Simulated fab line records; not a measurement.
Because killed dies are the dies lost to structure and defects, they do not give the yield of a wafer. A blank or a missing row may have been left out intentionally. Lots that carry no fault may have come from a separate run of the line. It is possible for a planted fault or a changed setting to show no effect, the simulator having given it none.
A lot that was struck, set against a sound lot || flow sky130 || 24 out of 708 route steps
Sound: wafers L103.3, L103.4, L103.5. Struck: wafer L998.1 (L998.4, L998.5, from the same lot, were not struck and are left out); the cause is given at the end.
At each step with rows: each side's tool, then ch and its chambers, then its first start. Under that, the readings that differ: sound wafers || struck wafers || difference of the means || sigmas: that difference in standard deviations of wafers without a fault.
alike: same words and numbers on both sides, and readings whose means sit less than 2 such deviations apart. not compared: any withheld reading, any reading some wafer has no value for, any bound like >300 that may hide the same value, and any number with overlapping values for which the record gives no deviation.
Wherever a step has rows on one side only, a row that says differs or no value, or a row with sigmas, the two part there. Non-overlapping numbers with no deviation appear without sigmas and do not part them. A reading missing from all wafers of one side parts the sides only when that side holds two or more wafers.

first, 3 steps without rows for these wafers: SKY_LOCAL_INTERCONNECT_STRIP_16 (strips in post etch residue remover, time 1200 s); SKY_LOCAL_INTERCONNECT_CLEAN_17 (cleans in IPA, time 180 s); SKY_LOCAL_INTERCONNECT_CLEAN_18 (cleans in O3/DIW).
SKY_CONTACT_CVD_00: deposits Si3N4, target thk 75 nm.
  sound on pecvd-01 ch 0,1,2, day 35 23:56; struck on pecvd-04 ch 0, day 34 06:13
{"reading": "heater_power_w (W)", "sound": "682 603 732", "struck": 920, "difference": "+248", "sigmas": "+2"}
SKY_CONTACT_THK_MEAS_01:
  sound: film_metro-03 at day 35 23:59; struck: film_metro-02 at day 34 06:14
  alike: CONTACT_CVD_00_THK
then, 1 step without rows for these wafers: SKY_CONTACT_HDPCVD_02 (deposits SiO2, target thk 565 nm, time 94.2 s).
SKY_CONTACT_THK_MEAS_03:
  sound: film_metro-04 at day 36 00:07; struck: film_metro-03 at day 34 06:22
  alike: CONTACT_HDPCVD_THK
SKY_CONTACT_CMP_04: polishes SiO2.
  sound on cmp-02 ch 0,1,2, day 36 00:13; struck on cmp-01 ch 0, day 34 06:32
  alike: motor_current_A, time_to_endpoint_s
SKY_CONTACT_BOW_MEAS_05:
  sound: film_metro-02 at day 36 00:30; struck: film_metro-04 at day 34 06:44
  alike: CONTACT_BOW
then, 3 steps without rows for these wafers: SKY_CONTACT_DEHYDRATE_06 (time 60 s); SKY_CONTACT_HMDS_07 (prime time 60 s); SKY_CONTACT_COAT_08 (resist thk 60 nm).
SKY_CONTACT_COAT_09: resist thk 450 nm.
  sound on litho_track-03 ch 0, day 36 13:00; struck on litho_track-04 ch 0, day 34 20:00
{"reading": "model.KrF-thick_of_CONTACT_COAT_09.thk_nm (nm)", "sound": "452.1 451.5 450.8", "struck": 468.2, "difference": "+16.7", "sigmas": ""}
  alike: resist_line_temp_C
then, 4 steps without rows for these wafers: SKY_CONTACT_SOFTBAKE_10 (time 90 s); SKY_CONTACT_EXPOSE_11 (exposes mask CTM1, target cd 170 nm); SKY_CONTACT_PEB_12; SKY_CONTACT_DEVELOP_13 (develop time 60 s).
SKY_CONTACT_CD_MEAS_14 targets a cd of 170 nm.
  sound: cd_sem-02 at day 37 02:09; struck: cd_sem-01 at day 35 09:25
  alike: cd_nm
SKY_CONTACT_OVL_MEAS_15:
  sound: overlay-02 at day 37 02:14; struck: overlay-02 at day 35 09:32
  alike: CONTACT_OVL
SKY_CONTACT_ETCH_16: etches BARC in N2/H2, stops on SiO2, time 45.9 s, target depth 60 nm.
  sound on rie_diel-03 ch 0,1,3, day 37 02:16; struck on rie_diel-03 ch 1, day 35 09:34
  alike: drypump_motor_current_A, n2_flow_sccm, oes_product_au, throttle_valve_pct
  not compared: rf_hours_counter_h
SKY_CONTACT_ETCH_17: etches SiO2 in C4F8/O2/Ar, stops on Si3N4, target depth 340 nm.
  sound on rie_diel-03 ch 0,1,3, day 37 02:18; struck on rie_diel-03 ch 1, day 35 09:37
  alike: oes_product_au
SKY_CONTACT_ETCH_18: etches Si3N4 in CHF3/O2, stops on TiN, time 39 s, target depth 75 nm.
  sound on rie_diel-03 ch 0,1,3; struck on rie_diel-03 ch 1
{"reading": "model.KrF-thick_of_CONTACT_COAT_09.thk_nm (nm)", "sound": "240.4 244.2 241.4", "struck": 260.9, "difference": "+18.9", "sigmas": ""}
  alike: drypump_motor_current_A, oes_product_au, throttle_valve_pct
  not compared: rf_hours_counter_h
SKY_CONTACT_STRIP_19: strips in O2/N2.
  sound on plasma_asher-01 ch 0,1, day 37 02:26; struck on plasma_asher-04 ch 1, day 35 09:42
{"reading": "oes_product_au (a.u.)", "sound": "0.382 0.375 0.382", "struck": 0.395, "difference": "+0.015", "sigmas": "+3"}
{"reading": "rf_hours_counter_h (h)", "sound": "- - -", "struck": 101, "difference": "no value on the sound wafers", "sigmas": ""}
{"reading": "strip_time_to_endpoint_s (s)", "sound": "3.606 3.627 3.611", "struck": 3.806, "difference": "+0.191", "sigmas": "+7"}
  alike: drypump_motor_current_A, n2_flow_sccm
then, 1 step without rows for these wafers: SKY_CONTACT_STRIP_20 (strips in post etch residue remover, time 1200 s).

== WHERE THEY PART ==
At SKY_CONTACT_CVD_00 first; at SKY_CONTACT_STRIP_19 last (within this record only).

WHY: the cause the simulator had injected
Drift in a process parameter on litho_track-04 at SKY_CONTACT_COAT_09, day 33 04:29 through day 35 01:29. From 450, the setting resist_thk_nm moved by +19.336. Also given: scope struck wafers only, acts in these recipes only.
